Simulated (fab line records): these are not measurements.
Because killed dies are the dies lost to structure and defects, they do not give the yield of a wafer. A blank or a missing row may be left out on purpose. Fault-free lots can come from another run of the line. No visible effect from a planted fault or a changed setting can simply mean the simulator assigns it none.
Chamber matching || flow gf180mcu || GF_V1_CMP_04 on cmp-02 has 4 sister chambers
The step polishes SiO2. 8 wafers are shown with their chamber, then 7 later ones without.

## WAFERS WITH THEIR CHAMBER
{"wafer": "L890.1", "chamber": 2, "motor current A (A)": 11.4, "time to endpoint s (s)": 85}
{"wafer": "L890.2", "chamber": 0, "motor current A (A)": 11.4, "time to endpoint s (s)": 88}
{"wafer": "L891.6", "chamber": 0, "motor current A (A)": 12.6, "time to endpoint s (s)": 89}
{"wafer": "L892.1", "chamber": 3, "motor current A (A)": 11.7, "time to endpoint s (s)": 87}
{"wafer": "L892.3", "chamber": 2, "motor current A (A)": 11.9, "time to endpoint s (s)": 82}
{"wafer": "L892.4", "chamber": 1, "motor current A (A)": 11.3, "time to endpoint s (s)": 84}
{"wafer": "L895.4", "chamber": 3, "motor current A (A)": 11.9, "time to endpoint s (s)": 93}
{"wafer": "L895.5", "chamber": 1, "motor current A (A)": 11.4, "time to endpoint s (s)": 84}

## WAFERS MISSING THEIR CHAMBER
{"wafer": "L895.6", "motor current A (A)": 11.0, "time to endpoint s (s)": 86}
{"wafer": "L899.1", "motor current A (A)": 12.4, "time to endpoint s (s)": 88}
{"wafer": "L899.2", "motor current A (A)": 11.1, "time to endpoint s (s)": 80}
{"wafer": "L899.4", "motor current A (A)": 11.5, "time to endpoint s (s)": 94}
{"wafer": "L902.1", "motor current A (A)": 12.9, "time to endpoint s (s)": 80}
{"wafer": "L902.2", "motor current A (A)": 11.4, "time to endpoint s (s)": 79}
{"wafer": "L902.3", "motor current A (A)": 11.8, "time to endpoint s (s)": 79}

## EACH ONE'S CHAMBER
{"wafer": "L895.6", "from the rows above": "can't be placed: 1 or 2 or 0 or 3", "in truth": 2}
{"wafer": "L899.1", "from the rows above": "can't be placed: 0 or 3 or 2 or 1", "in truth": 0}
{"wafer": "L899.2", "from the rows above": "can't be placed: 1 or 2", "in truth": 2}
{"wafer": "L899.4", "from the rows above": "can't be placed: 3 or 0", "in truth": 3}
{"wafer": "L902.1", "from the rows above": "can't be placed: 2 or 1 or 0 or 3", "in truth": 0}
{"wafer": "L902.2", "from the rows above": "can't be placed: 2 or 1", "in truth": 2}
{"wafer": "L902.3", "from the rows above": "can't be placed: 2 or 1", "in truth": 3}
0 of 7 placed correctly. From these rows, 7 cannot be placed; in 6 the true chamber is one of the candidates. Wrongly placed: 0.
How it was worked out, from the rows above alone: a wafer's distance from a chamber is the root of the sum, over the readings, of the square of ((its reading less the chamber's mean) divided by the reading's scatter). If the next closest chamber is less than 2 further off than the closest, the wafer can't be placed; otherwise it belongs to the closest. A chamber's mean is the mean of its shown wafers. The scatter: the root of (the sum of the squares of (reading less its chamber's mean) over the shown wafers, divided by (wafers less chambers)).
